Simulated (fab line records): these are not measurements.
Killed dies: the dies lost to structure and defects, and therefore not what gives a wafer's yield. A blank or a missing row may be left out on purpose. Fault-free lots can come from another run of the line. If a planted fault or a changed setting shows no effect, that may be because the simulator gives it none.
Which tool was responsible?    flow gf180mcu    72 wafers from 24 lots sampled at 4 of the route's 602 steps

## WHAT THE GAUGES SHOWED, per wafer
GF_CONTACT_THK_MEAS_26: measures by xrf.
lot   measured      on             CONTACT_W_THK (nm)
L074  day 16 04:20  film metro-04  289 291 289
L075  day 16 11:16  film metro-01  294 288 297
L076  day 16 21:55  film metro-04  292 289 286
L077  day 17 10:22  film metro-01  285 294 285
L078  day 17 17:31  film metro-04  292 289 280
L079  day 18 02:21  film metro-03  283 284 283
L080  day 18 12:55  film metro-01  282 288 284
L081  day 18 23:53  film metro-03  291 293 290
L082  day 19 08:59  film metro-04  292 285 284
L083  day 19 21:32  film metro-01  295 298 293
L084  day 20 06:56  film metro-04  292 286 291
L085  day 20 08:17  film metro-03  283 291 282
L086  day 20 18:23  film metro-04  299 297 298
L087  day 21 04:16  film metro-03  299 298 298
L088  day 21 15:05  film metro-04  291 294 294
L089  day 21 20:40  film metro-01  280 291 279
L090  day 22 01:41  film metro-03  283 281 294
L091  day 22 09:55  film metro-04  298 298 298
L092  day 22 15:14  film metro-01  283 289 291
L093  day 23 02:05  film metro-03  292 289 294
L094  day 23 12:19  film metro-04  295 291 292
L095  day 23 17:08  film metro-04  294 286 295
L096  day 23 21:20  film metro-01  292 286 282
L097  day 24 06:45  film metro-04  296 295 295

GF_V2_BOW_MEAS_05.
lot   measured      on             V2_BOW (um)
L074  day 19 07:44  film metro-03  99 108 103
L075  day 19 15:17  film metro-03  97 107 98
L076  day 20 02:20  film metro-04  90 104 100
L077  day 20 15:47  film metro-04  99 102 115
L078  day 20 22:41  film metro-04  105 108 102
L079  day 21 08:21  film metro-01  87 100 101
L080  day 21 19:05  film metro-03  103 97 102
L081  day 22 05:34  film metro-01  103 98 98
L082  day 22 14:08  film metro-01  111 98 100
L083  day 23 02:44  film metro-01  99 88 105
L084  day 23 10:38  film metro-04  92 87 103
L085  day 23 11:47  film metro-03  112 113 109
L086  day 23 21:45  film metro-01  112 91 101
L087  day 24 06:43  film metro-01  100 87 101
L088  day 24 16:26  film metro-04  104 105 93
L089  day 24 22:05  film metro-01  90 93 98
L090  day 25 03:24  film metro-04  105 88 93
L091  day 25 08:46  film metro-03  103 111 87
L092  day 25 15:13  film metro-04  93 90 103
L093  day 26 01:35  film metro-03  97 90 91
L094  day 26 10:02  film metro-03  104 90 99
L095  day 26 14:37  film metro-01  105 98 82
L096  day 26 18:56  film metro-04  98 89 101
L097  day 27 03:42  film metro-01  101 85 98

## EACH LOT AND THE TOOL THAT RAN IT (in order: tool; ch and the chambers of the sampled wafers; start)
lot   GF_V1_ETCH_16                       GF_V1_ETCH_17
L074  rie diel-01 ch 0,2,3, day 18 04:16  rie diel-01 ch 0,2,3, day 19 07:44 or earlier
L075  rie diel-01 ch 0,2, day 18 12:49    rie diel-01 ch 0,2, day 19 15:17 or earlier
L076  rie diel-04 ch 2,3, day 18 22:31    rie diel-04 ch 2,3, day 20 02:20 or earlier
L077  rie diel-04 ch 0,2,3, day 19 12:10  rie diel-04 ch 0,2,3, day 20 15:47 or earlier
L078  rie diel-02 ch 0,1,2, day 19 19:52  rie diel-02 ch 0,1,2, day 20 22:41 or earlier
L079  rie diel-01 ch 0,2,3, day 20 05:25  rie diel-01 ch 0,2,3, day 21 08:21 or earlier
L080  rie diel-02 ch 0,2, day 20 15:43    rie diel-02 ch 0,2, day 21 19:05 or earlier
L081  rie diel-01 ch 0,1,2, day 21 02:46  rie diel-01 ch 0,1,2, day 22 05:34 or earlier
L082  rie diel-02 ch 1,2, day 21 11:25    rie diel-02 ch 1,2, day 22 14:08 or earlier
L083  rie diel-04 ch 0,1,3, day 21 23:37  rie diel-04 ch 0,1,3, day 23 02:44 or earlier
L084  rie diel-02 ch 1,2,3, day 22 08:53  rie diel-02 ch 1,2,3, day 23 10:38 or earlier
L085  rie diel-04 ch 0,2, day 22 10:04    rie diel-04 ch 0,2, day 23 11:47 or earlier
L086  rie diel-02 ch 2,3, day 22 19:58    rie diel-02 ch 2,3, day 23 21:45 or earlier
L087  rie diel-01 ch 0,1,2, day 23 05:13  rie diel-01 ch 0,1,2, day 24 06:43 or earlier
L088  rie diel-02 ch 1,3, day 23 15:13    rie diel-02 ch 1,3, day 24 16:26 or earlier
L089  rie diel-04 ch 1,2,3, day 23 20:45  rie diel-04 ch 1,2,3, day 24 22:05 or earlier
L090  rie diel-04 ch 0,1,2, day 24 02:22  rie diel-04 ch 0,1,2, day 25 03:24 or earlier
L091  rie diel-04 ch 1,2, day 24 08:13    rie diel-04 ch 1,2, day 25 08:46 or earlier
L092  rie diel-01 ch 1,3, day 24 14:15    rie diel-01 ch 1,3, day 25 15:13 or earlier
L093  rie diel-04 ch 0,3, day 25 01:13    rie diel-04 ch 0,3, day 26 01:35 or earlier
L094  rie diel-04 ch 0,1,2, day 25 09:52  rie diel-04 ch 0,1,2, day 26 10:02 or earlier
L095  rie diel-01 ch 1,2,3, day 25 14:37  rie diel-01 ch 1,2,3, day 26 14:37 or earlier
L096  rie diel-04 ch 1,2, day 25 19:22    rie diel-04 ch 1,2, day 26 18:56 or earlier
L097  rie diel-01 ch 0,1,2, day 26 04:04  rie diel-01 ch 0,1,2, day 27 03:42 or earlier
- GF_V1_ETCH_16: etches BARC in N2/H2.
- GF_V1_ETCH_17: etches SiO2 in C4F8/O2/Ar, stops on TiN, target depth 630 nm.

## AS READ BY THE TOOLS THEMSELVES (means over the sampled wafers that have a number; for cases with no such wafer, the mark the record gives instead)
GF_V1_ETCH_16.
lot   tool         drypump motor current A (A)  oes product au (a.u.)  throttle valve pct (%)
L074  rie diel-01  6.0                          0.855                  13.224
L075  rie diel-01  6.0                          0.850                  13.220
L076  rie diel-04  5.5                          0.856                  13.218
L077  rie diel-04  5.4                          0.855                  13.224
L078  rie diel-02  5.9                          0.852                  13.216
L079  rie diel-01  5.9                          0.856                  13.223
L080  rie diel-02  6.3                          0.851                  13.232
L081  rie diel-01  5.9                          0.853                  13.225
L082  rie diel-02  5.4                          0.850                  13.216
L083  rie diel-04  5.7                          0.857                  13.231
L084  rie diel-02  5.4                          0.854                  13.232
L085  rie diel-04  5.4                          0.856                  13.232
L086  rie diel-02  5.6                          0.855                  13.220
L087  rie diel-01  5.9                          0.854                  13.219
L088  rie diel-02  5.2                          0.853                  13.227
L089  rie diel-04  5.7                          0.854                  13.237
L090  rie diel-04  5.6                          0.854                  13.221
L091  rie diel-04  6.0                          0.860                  13.221
L092  rie diel-01  5.7                          0.860                  13.223
L093  rie diel-04  5.3                          0.856                  13.220
L094  rie diel-04  5.7                          0.854                  13.222
L095  rie diel-01  5.9                          0.856                  13.231
L096  rie diel-04  6.0                          0.854                  13.221
L097  rie diel-01  5.9                          0.848                  13.217

GF_V1_ETCH_17.
lot   tool         oes product au (a.u.)
L074  rie diel-01  0.856
L075  rie diel-01  0.853
L076  rie diel-04  0.854
L077  rie diel-04  0.854
L078  rie diel-02  0.858
L079  rie diel-01  0.860
L080  rie diel-02  0.852
L081  rie diel-01  0.857
L082  rie diel-02  0.857
L083  rie diel-04  0.854
L084  rie diel-02  0.850
L085  rie diel-04  0.858
L086  rie diel-02  0.858
L087  rie diel-01  0.853
L088  rie diel-02  0.852
L089  rie diel-04  0.857
L090  rie diel-04  0.859
L091  rie diel-04  0.853
L092  rie diel-01  0.852
L093  rie diel-04  0.857
L094  rie diel-04  0.857
L095  rie diel-01  0.853
L096  rie diel-04  0.858
L097  rie diel-01  0.856

## THE ANSWER, worked out from the rows above alone
Rule: the lots themselves supply what counts as usual. Put in order of their means at a reading, lots are off if they are a third of the lots or fewer, leave a main group of 4 or more, and stand apart from it by a gap of 3 or more times the standard deviation of the main group's means; of several such gaps the widest counts. If all means in a main group match to the digits the tables above print for the reading, that group is not used. Also off: a lot with no number at a reading for which 4 or more lots have one. Where the step has rows for the other lots, those lots are counted as sound. The gauges are gone through in route order, then the tools' own readings, and for those a lot's mean is taken as printed above. At the first step where some lot is off, the reading lying furthest off is the one used; lots without a number count as furthest.
Across all readings shown, no lot is off: no conclusion can be drawn from this.

## WHAT WAS PUT IN BY THE SIMULATOR
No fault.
